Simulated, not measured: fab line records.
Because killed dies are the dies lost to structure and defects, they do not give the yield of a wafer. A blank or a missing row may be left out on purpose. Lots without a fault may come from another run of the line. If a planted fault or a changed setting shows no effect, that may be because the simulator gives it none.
A single fault, viewed from 2 desks / flow sky130 / each desk has only its own numbers; what lay behind them comes last

TOOL OWNER'S DESK, cmp-01
The tool's own readings at SKY_VIA2_CMP_02 (polishes SiO2): means of the sampled wafers that have a number, for each lot that ran on this tool. Any lot whose mean is over 4 standard deviations away from the usual mean is out of limits and marked OUT; that distance is given in the brackets.
Columns: A = motor-current-A at SKY_VIA2_CMP_02, usual 12.1 A; B = retaining-ring-pressure-frac at SKY_VIA2_CMP_02, usual 1.000
lot=L365; first seen here=day 36 18:16; A=12.2; B=1.003
lot=L368; first seen here=day 37 14:29; A=11.9; B=0.998
lot=L375; first seen here=day 40 03:50; A=12.2; B=1.001
lot=L383; first seen here=day 42 06:36; A=12.0; B=1.007
This desk's finding: nothing out of limits on any of the 4 lots.

METROLOGY DESK
What the gauges read, lot by lot, whatever tool the lot ran on: means of the sampled wafers that have a number. Any lot whose mean is over 4 standard deviations away from the usual mean is out of limits and marked OUT; that distance is given in the brackets. Of its 9 readings 7 are shown: those that lie furthest out on some lot.
Columns: A = cd-nm at SKY_METAL2_CD_MEAS_15, usual 139.8 nm; B = VIA2_HDPCVD_THK at SKY_VIA2_THK_MEAS_01, usual 1174 nm; C = cd-nm at SKY_VIA2_CD_MEAS_12, usual 200.3 nm; D = VIA2_OVL at SKY_VIA2_OVL_MEAS_13, usual 0 nm; E = VIA2_W_RS at SKY_VIA2_RS_MEAS_22, usual 0.275 ohm/sq; F = VIA2_W_THK at SKY_VIA2_THK_MEAS_23, usual 409 nm; G = CAPM_CVD_00_THK at SKY_CAPM_THK_MEAS_01, usual 15.47 nm
lot=L363; first seen here=day 36 03:19; A=141.9; B=1181; C=201.9; D=-6; E=0.274; F=407; G=15.17
lot=L365; first seen here=day 36 16:55; A=135.9; B=1175; C=200.3; D=10; E=0.281; F=397; G=15.48
lot=L368; first seen here=day 37 13:14; A=139.1; B=1181; C=200.3; D=10; E=0.270; F=420; G=15.49
lot=L375; first seen here=day 39 23:47; A=139.2; B=1162; C=199.6; D=-4; E=0.278; F=398; G=15.37
lot=L383; first seen here=day 42 05:19; A=139.7; B=1173; C=201.0; D=5; E=0.274; F=406; G=15.65
This desk's finding: nothing out of limits on any of the 5 lots.

BROUGHT TOGETHER
The desk of the tool owner found nothing out of limits.
From the metrology desk's view, nothing was out of limits.

WHAT THE SIMULATOR HAD INSERTED
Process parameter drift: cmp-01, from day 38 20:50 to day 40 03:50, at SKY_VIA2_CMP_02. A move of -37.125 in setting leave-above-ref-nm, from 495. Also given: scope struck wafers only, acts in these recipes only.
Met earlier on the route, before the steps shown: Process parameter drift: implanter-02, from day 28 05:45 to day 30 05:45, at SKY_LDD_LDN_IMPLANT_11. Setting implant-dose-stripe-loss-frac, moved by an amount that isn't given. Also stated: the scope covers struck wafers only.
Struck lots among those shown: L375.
